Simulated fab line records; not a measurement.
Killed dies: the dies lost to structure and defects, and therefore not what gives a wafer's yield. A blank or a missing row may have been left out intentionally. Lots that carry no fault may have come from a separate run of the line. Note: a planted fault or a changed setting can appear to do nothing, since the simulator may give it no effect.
A lot that was struck, set against a sound lot || flow sfq line || 15 out of 325 route steps
Sound: these wafers, L240.2, L240.3, L240.5. Wafers L247.3, L247.5, L247.6 were the ones struck. The cause is named last.
For every step that has rows: the tool of each side, followed by ch and its chambers, followed by its first start. Under that, the readings that differ: sound wafers || struck wafers || difference of the means || sigmas: that difference in standard deviations of wafers without a fault.
alike: readings with means less than 2 such deviations apart, plus words and numbers identical on both sides. not compared: withheld readings, readings lacking a value on some wafer, bounds such as >300 that could conceal the same value, and numbers that have no deviation in the record and whose values overlap.
A row with sigmas, a row that says differs or no value, or rows on one side alone: a step with any of these is where the two part. Numbers that don't overlap but have no deviation are shown without sigmas and don't part them. Lack of a reading on every wafer of one side parts them only where that side has two or more wafers.

first, 1 step without rows for these wafers: SFQ_TRILAYER_M2_STRIP_SOLV_CLEAN_062 (cleans in NMP, time 600 s).
SFQ_TRILAYER_I2_DEP_PECVD_063: deposits SiO2 from SiH4/N2O, time 111.11 s, target thk 500 nm.
  sound on pecvd-02 ch 0,1,2, day 41 05:58; struck on pecvd-02 ch 0,1,2, day 43 08:14
  alike: heater power w, throttle valve pct
SFQ_TRILAYER_I2_CMP_CMP_064: polishes SiO2.
  sound on cmp-01 ch 0,2,3, day 41 06:33; struck on cmp-01 ch 1,2,3, day 43 09:19
{"reading": "time to endpoint s (s)", "sound": "212 207 212", "struck": "218 231 223", "difference": "+14", "sigmas": "+2"}
  alike: motor current A
SFQ_I2_BOW_MEAS_917:
  sound: film metro-03 at day 41 09:04; struck: film metro-02 at day 43 11:21
  alike: I2_BOW
SFQ_TRILAYER_I2_METRO_MEASURE_065:
  sound: film metro-03 at day 41 09:22; struck: film metro-02 at day 43 11:50
  alike: thk nm
then, 6 steps without rows for these wafers: SFQ_TRILAYER_I2_VIA_LITHO_COAT_072 (resist thk 62 nm); SFQ_TRILAYER_I2_VIA_LITHO_COAT_067 (resist thk 650 nm); SFQ_TRILAYER_I2_VIA_LITHO_SOFTBAKE_071; SFQ_TRILAYER_I2_VIA_LITHO_EXPOSE_068 (exposes mask I2, target cd 500 nm); SFQ_TRILAYER_I2_VIA_LITHO_PEB_070 (peb time 60 s); SFQ_TRILAYER_I2_VIA_LITHO_DEVELOP_069 (time 60 s).
-- the record jumps here: 6 days lie between the struck wafers' starts before and after --
SFQ_I2_OVL_MEAS_918:
  sound: overlay-02 at day 47 02:17; struck: overlay-01 at day 49 10:36
{"reading": "I2_OVL (nm)", "sound": "-18 -9 -7", "struck": "1 3 3", "difference": "+14", "sigmas": "+2"}
SFQ_TRILAYER_I2_VIA_BARC_OPEN_VIA_ETCH_096: etches BARC in O2, target depth 125 nm, time 40.49 s.
  sound on rie diel-04 ch 0,2, day 47 02:19; struck on rie diel-04 ch 0,1,3, day 49 10:37
{"reading": "rf fwd power W (W)", "sound": "492.3 495.7 498.5", "struck": "574.9 577.1 572.9", "difference": "+79.5", "sigmas": "+42"}
{"reading": "model.KrF_of_TRILAYER_I2_VIA_LITHO_COAT_067.thk nm (nm)", "sound": "575.6 580.5 578.7", "struck": "565.9 564.9 566.6", "difference": -12.5, "sigmas": ""}
  alike: drypump motor current A, oes product au
  not compared: rf hours counter h
SFQ_TRILAYER_I2_VIA_ETCH_VIA_ETCH_070: etches SiO2 in CHF3, stops on Nb, target depth 260 nm.
  sound on rie diel-04 ch 0,2, day 47 02:21; struck on rie diel-04 ch 0,1,3, day 49 10:40
{"reading": "model.KrF_of_TRILAYER_I2_VIA_LITHO_COAT_067.thk nm (nm)", "sound": "531.1 536.4 535", "struck": "520.9 519.4 521.6", "difference": -13.5, "sigmas": ""}
  alike: drypump motor current A, oes product au, rf fwd power W
SFQ_TRILAYER_I2_VIA_STRIP_STRIP_071: strips in O2.
  sound on rie metal-03 ch 0,1, day 47 02:28; struck on rie metal-01 ch 0,1, day 49 11:02
  alike: drypump motor current A, oes product au
  not compared: rf hours counter h

== WHERE THEY PART ==
Earliest at SFQ_TRILAYER_I2_CMP_CMP_064; latest, in this record, at SFQ_TRILAYER_I2_VIA_BARC_OPEN_VIA_ETCH_096. Later steps at which nothing parts them and some readings are alike: SFQ_TRILAYER_I2_VIA_ETCH_VIA_ETCH_070, SFQ_TRILAYER_I2_VIA_STRIP_STRIP_071.

WHY: what the simulator had put in
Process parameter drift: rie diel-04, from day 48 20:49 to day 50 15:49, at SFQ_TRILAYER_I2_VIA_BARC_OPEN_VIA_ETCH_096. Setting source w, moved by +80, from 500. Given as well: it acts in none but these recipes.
